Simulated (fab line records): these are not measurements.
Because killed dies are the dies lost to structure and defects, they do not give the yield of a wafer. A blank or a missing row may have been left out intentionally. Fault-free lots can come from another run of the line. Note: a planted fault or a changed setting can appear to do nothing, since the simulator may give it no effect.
Which tool did it? / flow sky130 / 24 lots with 72 wafers sampled at 6 steps, on a route of 708 steps

== WHAT THE GAUGES SHOWED, per wafer ==
SKY_SD_N_OVL_MEAS_08. Usual: for SD_N_OVL the level is 0.3 nm and the standard deviation is 1.4.
lot=L074; measured=day 28 03:19; on=overlay-01; SD_N_OVL (nm)=0.1 0.5 1.5; flag=
lot=L075; measured=day 28 06:47; on=overlay-01; SD_N_OVL (nm)=0.4 0.3 0.6; flag=
lot=L076; measured=day 28 10:58; on=overlay-02; SD_N_OVL (nm)=1.6 3.3 2.2; flag=
lot=L078; measured=day 28 13:22; on=overlay-02; SD_N_OVL (nm)=1.6 0.8 1.4; flag=
lot=L077; measured=day 29 01:47; on=overlay-01; SD_N_OVL (nm)=-2.3 -2.0 -2.8; flag=
lot=L079; measured=day 29 05:44; on=overlay-02; SD_N_OVL (nm)=-1.7 -1.8 0.1; flag=
lot=L080; measured=day 29 15:31; on=overlay-01; SD_N_OVL (nm)=1.3 0.4 -2.2; flag=
lot=L081; measured=day 30 11:54; on=overlay-02; SD_N_OVL (nm)=1.5 1.6 2.0; flag=
lot=L082; measured=day 30 13:20; on=overlay-02; SD_N_OVL (nm)=-1.0 -1.8 -0.3; flag=
lot=L083; measured=day 30 16:24; on=overlay-01; SD_N_OVL (nm)=-0.1 -0.2 0.0; flag=
lot=L084; measured=day 31 01:08; on=overlay-01; SD_N_OVL (nm)=1.0 -0.4 1.8; flag=
lot=L085; measured=day 31 08:13; on=overlay-02; SD_N_OVL (nm)=-1.0 0.1 -0.3; flag=
lot=L086; measured=day 31 15:08; on=overlay-02; SD_N_OVL (nm)=3.5 1.6 1.1; flag=
lot=L087; measured=day 32 00:26; on=overlay-02; SD_N_OVL (nm)=-0.1 1.0 0.4; flag=
lot=L088; measured=day 32 13:44; on=overlay-02; SD_N_OVL (nm)=0.8 -1.0 0.7; flag=
lot=L089; measured=day 32 19:24; on=overlay-01; SD_N_OVL (nm)=1.5 1.1 0.0; flag=
lot=L090; measured=day 33 03:34; on=overlay-01; SD_N_OVL (nm)=1.4 3.4 -0.5; flag=
lot=L091; measured=day 33 14:30; on=overlay-01; SD_N_OVL (nm)=0.6 -0.2 -0.3; flag=
lot=L092; measured=day 33 16:04; on=overlay-01; SD_N_OVL (nm)=1.7 0.0 2.0; flag=
lot=L093; measured=day 34 01:17; on=overlay-02; SD_N_OVL (nm)=1.4 1.7 0.9; flag=
lot=L094; measured=day 34 03:50; on=overlay-01; SD_N_OVL (nm)=1.5 0.8 1.9; flag=
lot=L095; measured=day 34 15:20; on=overlay-01; SD_N_OVL (nm)=-3.2 0.1 -1.0; flag=
lot=L096; measured=day 34 22:14; on=overlay-02; SD_N_OVL (nm)=-1.3 -1.5 -1.3; flag=
lot=L097; measured=day 35 15:14; on=overlay-01; SD_N_OVL (nm)=-2.5 -1.2 -2.0; flag=

SKY_LI_CONTACT_THK_MEAS_23: measures by xrf. Usual: for LI_CONTACT_W_THK the level is 401 nm and the standard deviation is 6.9.
lot=L074; measured=day 29 10:23; on=filmMetro-03; LI_CONTACT_W_THK (nm)=399 397 398; flag=
lot=L075; measured=day 29 13:37; on=filmMetro-03; LI_CONTACT_W_THK (nm)=391 387 384; flag=
lot=L076; measured=day 29 17:50; on=filmMetro-02; LI_CONTACT_W_THK (nm)=406 405 400; flag=
lot=L078; measured=day 29 19:37; on=filmMetro-02; LI_CONTACT_W_THK (nm)=388 389 393; flag=
lot=L077; measured=day 30 08:29; on=filmMetro-02; LI_CONTACT_W_THK (nm)=393 397 394; flag=
lot=L079; measured=day 30 12:24; on=filmMetro-01; LI_CONTACT_W_THK (nm)=410 421 424; flag=
lot=L080; measured=day 30 21:25; on=filmMetro-03; LI_CONTACT_W_THK (nm)=401 400 401; flag=
lot=L081; measured=day 31 18:09; on=filmMetro-01; LI_CONTACT_W_THK (nm)=405 404 401; flag=
lot=L082; measured=day 31 19:00; on=filmMetro-01; LI_CONTACT_W_THK (nm)=395 407 395; flag=
lot=L083; measured=day 31 22:38; on=filmMetro-01; LI_CONTACT_W_THK (nm)=402 405 407; flag=
lot=L084; measured=day 32 06:04; on=filmMetro-01; LI_CONTACT_W_THK (nm)=404 407 395; flag=
lot=L085; measured=day 32 13:58; on=filmMetro-01; LI_CONTACT_W_THK (nm)=411 405 405; flag=
lot=L086; measured=day 32 20:20; on=filmMetro-01; LI_CONTACT_W_THK (nm)=397 405 405; flag=
lot=L087; measured=day 33 06:19; on=filmMetro-02; LI_CONTACT_W_THK (nm)=404 400 404; flag=
lot=L088; measured=day 33 18:08; on=filmMetro-03; LI_CONTACT_W_THK (nm)=394 399 399; flag=
lot=L089; measured=day 34 00:06; on=filmMetro-01; LI_CONTACT_W_THK (nm)=410 405 414; flag=
lot=L090; measured=day 34 08:48; on=filmMetro-02; LI_CONTACT_W_THK (nm)=394 396 394; flag=
lot=L091; measured=day 34 19:08; on=filmMetro-01; LI_CONTACT_W_THK (nm)=403 415 403; flag=
lot=L092; measured=day 34 20:28; on=filmMetro-03; LI_CONTACT_W_THK (nm)=401 392 408; flag=
lot=L093; measured=day 35 06:04; on=filmMetro-01; LI_CONTACT_W_THK (nm)=402 410 405; flag=
lot=L094; measured=day 35 09:13; on=filmMetro-02; LI_CONTACT_W_THK (nm)=387 399 391; flag=
lot=L095; measured=day 35 19:50; on=filmMetro-01; LI_CONTACT_W_THK (nm)=408 403 401; flag=
lot=L096; measured=day 36 02:45; on=filmMetro-01; LI_CONTACT_W_THK (nm)=402 402 405; flag=
lot=L097; measured=day 36 19:09; on=filmMetro-01; LI_CONTACT_W_THK (nm)=407 407 409; flag=

SKY_VIA4_BOW_MEAS_03. Usual: for VIA4_BOW the level is 79 um and the standard deviation is 7.2.
lot=L074; measured=day 41 23:02; on=filmMetro-04; VIA4_BOW (um)=66 70 76; flag=
lot=L075; measured=day 42 00:07; on=filmMetro-01; VIA4_BOW (um)=76 85 90; flag=
lot=L076; measured=day 42 04:14; on=filmMetro-01; VIA4_BOW (um)=78 79 79; flag=
lot=L078; measured=day 42 06:13; on=filmMetro-01; VIA4_BOW (um)=64 75 75; flag=
lot=L077; measured=day 42 16:46; on=filmMetro-01; VIA4_BOW (um)=84 77 81; flag=
lot=L079; measured=day 42 20:46; on=filmMetro-04; VIA4_BOW (um)=66 87 81; flag=
lot=L080; measured=day 43 04:46; on=filmMetro-01; VIA4_BOW (um)=73 88 76; flag=
lot=L081; measured=day 43 22:54; on=filmMetro-04; VIA4_BOW (um)=72 91 64; flag=
lot=L082; measured=day 43 23:32; on=filmMetro-01; VIA4_BOW (um)=77 81 75; flag=
lot=L083; measured=day 44 00:21; on=filmMetro-04; VIA4_BOW (um)=71 74 80; flag=
lot=L084; measured=day 44 09:49; on=filmMetro-04; VIA4_BOW (um)=83 76 69; flag=
lot=L085; measured=day 44 13:26; on=filmMetro-03; VIA4_BOW (um)=79 91 82; flag=
lot=L086; measured=day 44 20:23; on=filmMetro-03; VIA4_BOW (um)=77 74 70; flag=
lot=L087; measured=day 45 05:16; on=filmMetro-01; VIA4_BOW (um)=75 73 79; flag=
lot=L088; measured=day 45 14:11; on=filmMetro-04; VIA4_BOW (um)=84 81 81; flag=
lot=L089; measured=day 45 17:11; on=filmMetro-01; VIA4_BOW (um)=82 83 86; flag=
lot=L090; measured=day 46 12:56; on=filmMetro-03; VIA4_BOW (um)=86 90 88; flag=
lot=L091; measured=day 46 12:25; on=filmMetro-03; VIA4_BOW (um)=80 85 74; flag=
lot=L092; measured=day 46 13:11; on=filmMetro-04; VIA4_BOW (um)=81 71 79; flag=
lot=L093; measured=day 46 16:17; on=filmMetro-03; VIA4_BOW (um)=66 90 82; flag=
lot=L094; measured=day 46 20:01; on=filmMetro-04; VIA4_BOW (um)=82 65 85; flag=
lot=L095; measured=day 47 05:52; on=filmMetro-04; VIA4_BOW (um)=74 80 81; flag=
lot=L096; measured=day 47 11:14; on=filmMetro-03; VIA4_BOW (um)=82 92 79; flag=
lot=L097; measured=day 48 00:11; on=filmMetro-03; VIA4_BOW (um)=79 93 79; flag=

== TOOL THAT RAN EACH LOT (tool first, then ch and the chambers of the sampled wafers, then the start) ==
lot=L074; SKY_POLY_GATE_STRIP_18=plasmaAsher-01 ch 0,1, day 16 18:43; SKY_METAL1_STRIP_20=plasmaAsher-04 ch 0,1, day 32 23:15; SKY_METAL2_SPUTTER_00=pvdSputter-04, day 34 04:13
lot=L075; SKY_POLY_GATE_STRIP_18=plasmaAsher-04 ch 0,1, day 16 18:46; SKY_METAL1_STRIP_20=plasmaAsher-02 ch 0,1, day 33 03:54; SKY_METAL2_SPUTTER_00=pvdSputter-01, day 34 08:59
lot=L076; SKY_POLY_GATE_STRIP_18=plasmaAsher-03 ch 0,1, day 16 20:34; SKY_METAL1_STRIP_20=plasmaAsher-02 ch 0,1, day 33 07:36; SKY_METAL2_SPUTTER_00=pvdSputter-02, day 34 12:16
lot=L078; SKY_POLY_GATE_STRIP_18=plasmaAsher-01 ch 0,1, day 17 03:52; SKY_METAL1_STRIP_20=plasmaAsher-04 ch 0,1, day 33 09:15; SKY_METAL2_SPUTTER_00=pvdSputter-01, day 34 13:53
lot=L077; SKY_POLY_GATE_STRIP_18=plasmaAsher-03 ch 0, day 17 06:07; SKY_METAL1_STRIP_20=plasmaAsher-04 ch 0, day 33 21:21; SKY_METAL2_SPUTTER_00=pvdSputter-02, day 35 01:47
lot=L079; SKY_POLY_GATE_STRIP_18=plasmaAsher-04 ch 0,1, day 17 20:40; SKY_METAL1_STRIP_20=plasmaAsher-02 ch 0,1, day 34 01:30; SKY_METAL2_SPUTTER_00=pvdSputter-01, day 35 06:20
lot=L080; SKY_POLY_GATE_STRIP_18=plasmaAsher-04 ch 0,1, day 18 04:52; SKY_METAL1_STRIP_20=plasmaAsher-04 ch 0,1, day 34 10:10; SKY_METAL2_SPUTTER_00=pvdSputter-02, day 35 14:53
lot=L081; SKY_POLY_GATE_STRIP_18=plasmaAsher-04 ch 0, day 18 14:13; SKY_METAL1_STRIP_20=plasmaAsher-02 ch 1, day 35 06:15; SKY_METAL2_SPUTTER_00=pvdSputter-02, day 36 10:38
lot=L082; SKY_POLY_GATE_STRIP_18=plasmaAsher-01 ch 0,1, day 18 19:45; SKY_METAL1_STRIP_20=plasmaAsher-04 ch 0,1, day 35 06:20; SKY_METAL2_SPUTTER_00=pvdSputter-04, day 36 11:16
lot=L083; SKY_POLY_GATE_STRIP_18=plasmaAsher-01 ch 0,1, day 19 03:58; SKY_METAL1_STRIP_20=plasmaAsher-04 ch 0,1, day 35 10:33; SKY_METAL2_SPUTTER_00=pvdSputter-01, day 36 14:32
lot=L084; SKY_POLY_GATE_STRIP_18=plasmaAsher-03 ch 0,1, day 19 17:58; SKY_METAL1_STRIP_20=plasmaAsher-04 ch 0,1, day 35 17:15; SKY_METAL2_SPUTTER_00=pvdSputter-02, day 36 21:45
lot=L085; SKY_POLY_GATE_STRIP_18=plasmaAsher-01 ch 0,1, day 20 02:28; SKY_METAL1_STRIP_20=plasmaAsher-02 ch 0,1, day 36 00:30; SKY_METAL2_SPUTTER_00=pvdSputter-01, day 37 05:28
lot=L086; SKY_POLY_GATE_STRIP_18=plasmaAsher-01 ch 0,1, day 20 10:52; SKY_METAL1_STRIP_20=plasmaAsher-03 ch 0,1, day 36 06:28; SKY_METAL2_SPUTTER_00=pvdSputter-01, day 37 10:14
lot=L087; SKY_POLY_GATE_STRIP_18=plasmaAsher-03 ch 0,1, day 20 19:10; SKY_METAL1_STRIP_20=plasmaAsher-02 ch 0,1, day 36 17:23; SKY_METAL2_SPUTTER_00=pvdSputter-02, day 37 21:54
lot=L088; SKY_POLY_GATE_STRIP_18=plasmaAsher-03 ch 0,1, day 21 12:40; SKY_METAL1_STRIP_20=plasmaAsher-04 ch 0,1, day 37 04:06; SKY_METAL2_SPUTTER_00=pvdSputter-01, day 38 08:29
lot=L089; SKY_POLY_GATE_STRIP_18=plasmaAsher-01 ch 0,1, day 21 19:24; SKY_METAL1_STRIP_20=plasmaAsher-03 ch 0,1, day 37 08:45; SKY_METAL2_SPUTTER_00=pvdSputter-01, day 38 13:06
lot=L090; SKY_POLY_GATE_STRIP_18=plasmaAsher-03 ch 0,1, day 22 05:20; SKY_METAL1_STRIP_20=plasmaAsher-02 ch 0,1, day 37 18:44; SKY_METAL2_SPUTTER_00=pvdSputter-02, day 38 22:55
lot=L091; SKY_POLY_GATE_STRIP_18=plasmaAsher-01 ch 0, day 22 13:57; SKY_METAL1_STRIP_20=plasmaAsher-03 ch 0,1, day 38 04:54; SKY_METAL2_SPUTTER_00=pvdSputter-02, day 39 09:49
lot=L092; SKY_POLY_GATE_STRIP_18=plasmaAsher-04 ch 0,1, day 22 18:19; SKY_METAL1_STRIP_20=plasmaAsher-02 ch 0,1, day 38 05:48; SKY_METAL2_SPUTTER_00=pvdSputter-02, day 39 10:07
lot=L093; SKY_POLY_GATE_STRIP_18=plasmaAsher-04 ch 0,1, day 23 05:22; SKY_METAL1_STRIP_20=plasmaAsher-03 ch 0,1, day 38 14:37; SKY_METAL2_SPUTTER_00=pvdSputter-01, day 39 17:53
lot=L094; SKY_POLY_GATE_STRIP_18=plasmaAsher-04 ch 1, day 23 07:16; SKY_METAL1_STRIP_20=plasmaAsher-03 ch 0,1, day 38 18:09; SKY_METAL2_SPUTTER_00=pvdSputter-01, day 39 20:52
lot=L095; SKY_POLY_GATE_STRIP_18=plasmaAsher-04 ch 0,1, day 23 18:10; SKY_METAL1_STRIP_20=plasmaAsher-03 ch 0,1, day 39 04:21; SKY_METAL2_SPUTTER_00=pvdSputter-02, day 40 06:49
lot=L096; SKY_POLY_GATE_STRIP_18=plasmaAsher-03 ch 0,1, day 24 06:51; SKY_METAL1_STRIP_20=plasmaAsher-03 ch 0,1, day 39 10:51; SKY_METAL2_SPUTTER_00=pvdSputter-02, day 40 13:27
lot=L097; SKY_POLY_GATE_STRIP_18=plasmaAsher-04 ch 0,1, day 25 02:41; SKY_METAL1_STRIP_20=plasmaAsher-04 ch 0,1, day 40 02:00; SKY_METAL2_SPUTTER_00=pvdSputter-01, day 41 04:51
- SKY_POLY_GATE_STRIP_18: strips in O2/N2.
- SKY_METAL1_STRIP_20: strips in O2/N2.
- SKY_METAL2_SPUTTER_00: material Ti, target thk 15 nm, time 10 s.

== AS READ BY THE TOOLS THEMSELVES (means over the sampled wafers that have a number; for cases with no such wafer, the mark the record gives instead) ==
SKY_POLY_GATE_STRIP_18. Usual: drypumpMotorCurrentA 5.5 A, standard deviation 0.41; oesProductAu 0.358 a.u., standard deviation 0.0044; stripTimeToEndpointS 3.11 s, standard deviation 0.043.
lot=L074; tool=plasmaAsher-01; drypumpMotorCurrentA (A)=5.9; oesProductAu (a.u.)=0.355; stripTimeToEndpointS (s)=3.09; flag=
lot=L075; tool=plasmaAsher-04; drypumpMotorCurrentA (A)=5.6; oesProductAu (a.u.)=0.360; stripTimeToEndpointS (s)=3.09; flag=
lot=L076; tool=plasmaAsher-03; drypumpMotorCurrentA (A)=4.9; oesProductAu (a.u.)=0.355; stripTimeToEndpointS (s)=3.07; flag=
lot=L078; tool=plasmaAsher-01; drypumpMotorCurrentA (A)=5.9; oesProductAu (a.u.)=0.357; stripTimeToEndpointS (s)=3.07; flag=
lot=L077; tool=plasmaAsher-03; drypumpMotorCurrentA (A)=4.8; oesProductAu (a.u.)=0.356; stripTimeToEndpointS (s)=3.06; flag=
lot=L079; tool=plasmaAsher-04; drypumpMotorCurrentA (A)=5.6; oesProductAu (a.u.)=0.358; stripTimeToEndpointS (s)=3.09; flag=
lot=L080; tool=plasmaAsher-04; drypumpMotorCurrentA (A)=5.7; oesProductAu (a.u.)=0.363; stripTimeToEndpointS (s)=3.14; flag=
lot=L081; tool=plasmaAsher-04; drypumpMotorCurrentA (A)=5.6; oesProductAu (a.u.)=0.359; stripTimeToEndpointS (s)=3.11; flag=
lot=L082; tool=plasmaAsher-01; drypumpMotorCurrentA (A)=5.8; oesProductAu (a.u.)=0.361; stripTimeToEndpointS (s)=3.13; flag=
lot=L083; tool=plasmaAsher-01; drypumpMotorCurrentA (A)=5.9; oesProductAu (a.u.)=0.358; stripTimeToEndpointS (s)=3.14; flag=
lot=L084; tool=plasmaAsher-03; drypumpMotorCurrentA (A)=4.9; oesProductAu (a.u.)=0.358; stripTimeToEndpointS (s)=3.13; flag=
lot=L085; tool=plasmaAsher-01; drypumpMotorCurrentA (A)=5.9; oesProductAu (a.u.)=0.361; stripTimeToEndpointS (s)=3.16; flag=
lot=L086; tool=plasmaAsher-01; drypumpMotorCurrentA (A)=5.8; oesProductAu (a.u.)=0.360; stripTimeToEndpointS (s)=3.14; flag=
lot=L087; tool=plasmaAsher-03; drypumpMotorCurrentA (A)=4.9; oesProductAu (a.u.)=0.360; stripTimeToEndpointS (s)=3.11; flag=
lot=L088; tool=plasmaAsher-03; drypumpMotorCurrentA (A)=4.9; oesProductAu (a.u.)=0.357; stripTimeToEndpointS (s)=3.06; flag=
lot=L089; tool=plasmaAsher-01; drypumpMotorCurrentA (A)=5.9; oesProductAu (a.u.)=0.362; stripTimeToEndpointS (s)=3.14; flag=
lot=L090; tool=plasmaAsher-03; drypumpMotorCurrentA (A)=4.9; oesProductAu (a.u.)=0.358; stripTimeToEndpointS (s)=3.08; flag=
lot=L091; tool=plasmaAsher-01; drypumpMotorCurrentA (A)=6.0; oesProductAu (a.u.)=0.359; stripTimeToEndpointS (s)=3.14; flag=
lot=L092; tool=plasmaAsher-04; drypumpMotorCurrentA (A)=5.7; oesProductAu (a.u.)=0.359; stripTimeToEndpointS (s)=3.12; flag=
lot=L093; tool=plasmaAsher-04; drypumpMotorCurrentA (A)=5.7; oesProductAu (a.u.)=0.363; stripTimeToEndpointS (s)=3.10; flag=
lot=L094; tool=plasmaAsher-04; drypumpMotorCurrentA (A)=5.7; oesProductAu (a.u.)=0.355; stripTimeToEndpointS (s)=3.13; flag=
lot=L095; tool=plasmaAsher-04; drypumpMotorCurrentA (A)=5.7; oesProductAu (a.u.)=0.357; stripTimeToEndpointS (s)=3.10; flag=
lot=L096; tool=plasmaAsher-03; drypumpMotorCurrentA (A)=4.9; oesProductAu (a.u.)=0.358; stripTimeToEndpointS (s)=3.08; flag=
lot=L097; tool=plasmaAsher-04; drypumpMotorCurrentA (A)=5.7; oesProductAu (a.u.)=0.357; stripTimeToEndpointS (s)=3.14; flag=

SKY_METAL1_STRIP_20. Usual: drypumpMotorCurrentA 5.5 A, standard deviation 0.42; oesProductAu 0.341 a.u., standard deviation 0.0054; stripTimeToEndpointS 2.68 s, standard deviation 0.066.
lot=L074; tool=plasmaAsher-04; drypumpMotorCurrentA (A)=5.7; oesProductAu (a.u.)=0.340; stripTimeToEndpointS (s)=2.66; flag=
lot=L075; tool=plasmaAsher-02; drypumpMotorCurrentA (A)=5.9; oesProductAu (a.u.)=0.345; stripTimeToEndpointS (s)=2.69; flag=
lot=L076; tool=plasmaAsher-02; drypumpMotorCurrentA (A)=5.9; oesProductAu (a.u.)=0.341; stripTimeToEndpointS (s)=2.70; flag=
lot=L078; tool=plasmaAsher-04; drypumpMotorCurrentA (A)=5.7; oesProductAu (a.u.)=0.343; stripTimeToEndpointS (s)=2.70; flag=
lot=L077; tool=plasmaAsher-04; drypumpMotorCurrentA (A)=5.7; oesProductAu (a.u.)=0.334; stripTimeToEndpointS (s)=2.63; flag=
lot=L079; tool=plasmaAsher-02; drypumpMotorCurrentA (A)=5.9; oesProductAu (a.u.)=0.339; stripTimeToEndpointS (s)=2.67; flag=
lot=L080; tool=plasmaAsher-04; drypumpMotorCurrentA (A)=5.7; oesProductAu (a.u.)=0.345; stripTimeToEndpointS (s)=2.69; flag=
lot=L081; tool=plasmaAsher-02; drypumpMotorCurrentA (A)=5.5; oesProductAu (a.u.)=0.337; stripTimeToEndpointS (s)=2.60; flag=
lot=L082; tool=plasmaAsher-04; drypumpMotorCurrentA (A)=5.7; oesProductAu (a.u.)=0.339; stripTimeToEndpointS (s)=2.68; flag=
lot=L083; tool=plasmaAsher-04; drypumpMotorCurrentA (A)=5.6; oesProductAu (a.u.)=0.341; stripTimeToEndpointS (s)=2.62; flag=
lot=L084; tool=plasmaAsher-04; drypumpMotorCurrentA (A)=5.7; oesProductAu (a.u.)=0.339; stripTimeToEndpointS (s)=2.62; flag=
lot=L085; tool=plasmaAsher-02; drypumpMotorCurrentA (A)=5.7; oesProductAu (a.u.)=0.342; stripTimeToEndpointS (s)=2.72; flag=
lot=L086; tool=plasmaAsher-03; drypumpMotorCurrentA (A)=4.9; oesProductAu (a.u.)=0.347; stripTimeToEndpointS (s)=2.71; flag=
lot=L087; tool=plasmaAsher-02; drypumpMotorCurrentA (A)=5.7; oesProductAu (a.u.)=0.345; stripTimeToEndpointS (s)=2.70; flag=
lot=L088; tool=plasmaAsher-04; drypumpMotorCurrentA (A)=5.7; oesProductAu (a.u.)=0.336; stripTimeToEndpointS (s)=2.60; flag=
lot=L089; tool=plasmaAsher-03; drypumpMotorCurrentA (A)=4.9; oesProductAu (a.u.)=0.342; stripTimeToEndpointS (s)=2.72; flag=
lot=L090; tool=plasmaAsher-02; drypumpMotorCurrentA (A)=5.7; oesProductAu (a.u.)=0.345; stripTimeToEndpointS (s)=2.74; flag=
lot=L091; tool=plasmaAsher-03; drypumpMotorCurrentA (A)=4.9; oesProductAu (a.u.)=0.338; stripTimeToEndpointS (s)=2.71; flag=
lot=L092; tool=plasmaAsher-02; drypumpMotorCurrentA (A)=5.7; oesProductAu (a.u.)=0.343; stripTimeToEndpointS (s)=2.65; flag=
lot=L093; tool=plasmaAsher-03; drypumpMotorCurrentA (A)=5.0; oesProductAu (a.u.)=0.343; stripTimeToEndpointS (s)=2.68; flag=
lot=L094; tool=plasmaAsher-03; drypumpMotorCurrentA (A)=4.9; oesProductAu (a.u.)=0.342; stripTimeToEndpointS (s)=2.68; flag=
lot=L095; tool=plasmaAsher-03; drypumpMotorCurrentA (A)=4.9; oesProductAu (a.u.)=0.339; stripTimeToEndpointS (s)=2.67; flag=
lot=L096; tool=plasmaAsher-03; drypumpMotorCurrentA (A)=4.9; oesProductAu (a.u.)=0.341; stripTimeToEndpointS (s)=2.64; flag=
lot=L097; tool=plasmaAsher-04; drypumpMotorCurrentA (A)=5.6; oesProductAu (a.u.)=0.342; stripTimeToEndpointS (s)=2.71; flag=

SKY_METAL2_SPUTTER_00. Usual: throttleValvePct 30.5 %, standard deviation 1.5.
lot=L074; tool=pvdSputter-04; throttleValvePct (%)=30.3; flag=
lot=L075; tool=pvdSputter-01; throttleValvePct (%)=31.3; flag=
lot=L076; tool=pvdSputter-02; throttleValvePct (%)=29.1; flag=
lot=L078; tool=pvdSputter-01; throttleValvePct (%)=31.6; flag=
lot=L077; tool=pvdSputter-02; throttleValvePct (%)=30.1; flag=
lot=L079; tool=pvdSputter-01; throttleValvePct (%)=30.5; flag=
lot=L080; tool=pvdSputter-02; throttleValvePct (%)=31.4; flag=
lot=L081; tool=pvdSputter-02; throttleValvePct (%)=29.2; flag=
lot=L082; tool=pvdSputter-04; throttleValvePct (%)=30.0; flag=
lot=L083; tool=pvdSputter-01; throttleValvePct (%)=30.6; flag=
lot=L084; tool=pvdSputter-02; throttleValvePct (%)=28.8; flag=
lot=L085; tool=pvdSputter-01; throttleValvePct (%)=30.7; flag=
lot=L086; tool=pvdSputter-01; throttleValvePct (%)=30.7; flag=
lot=L087; tool=pvdSputter-02; throttleValvePct (%)=28.7; flag=
lot=L088; tool=pvdSputter-01; throttleValvePct (%)=31.4; flag=
lot=L089; tool=pvdSputter-01; throttleValvePct (%)=30.6; flag=
lot=L090; tool=pvdSputter-02; throttleValvePct (%)=30.0; flag=
lot=L091; tool=pvdSputter-02; throttleValvePct (%)=31.6; flag=
lot=L092; tool=pvdSputter-02; throttleValvePct (%)=29.4; flag=
lot=L093; tool=pvdSputter-01; throttleValvePct (%)=31.5; flag=
lot=L094; tool=pvdSputter-01; throttleValvePct (%)=31.5; flag=
lot=L095; tool=pvdSputter-02; throttleValvePct (%)=30.2; flag=
lot=L096; tool=pvdSputter-02; throttleValvePct (%)=30.2; flag=
lot=L097; tool=pvdSputter-01; throttleValvePct (%)=31.5; flag=

== THE ANSWER, worked out from the rows above alone ==
Rule: a lot is off if the mean of its wafers that have a number lies more than 3 standard deviations from the usual mean. Also off: a lot with no number at a reading for which 4 or more lots have one. The other lots that the step has rows for count as sound. Order of review: gauges by route order, followed by the tools' own readings, for which a lot's mean as printed above is used. At the first step where some lot is off, the reading lying furthest off is the one used; lots without a number count as furthest.
Nothing can be told from this: no lot is off at any reading shown.

== WHAT THE SIMULATOR HAD PUT IN ==
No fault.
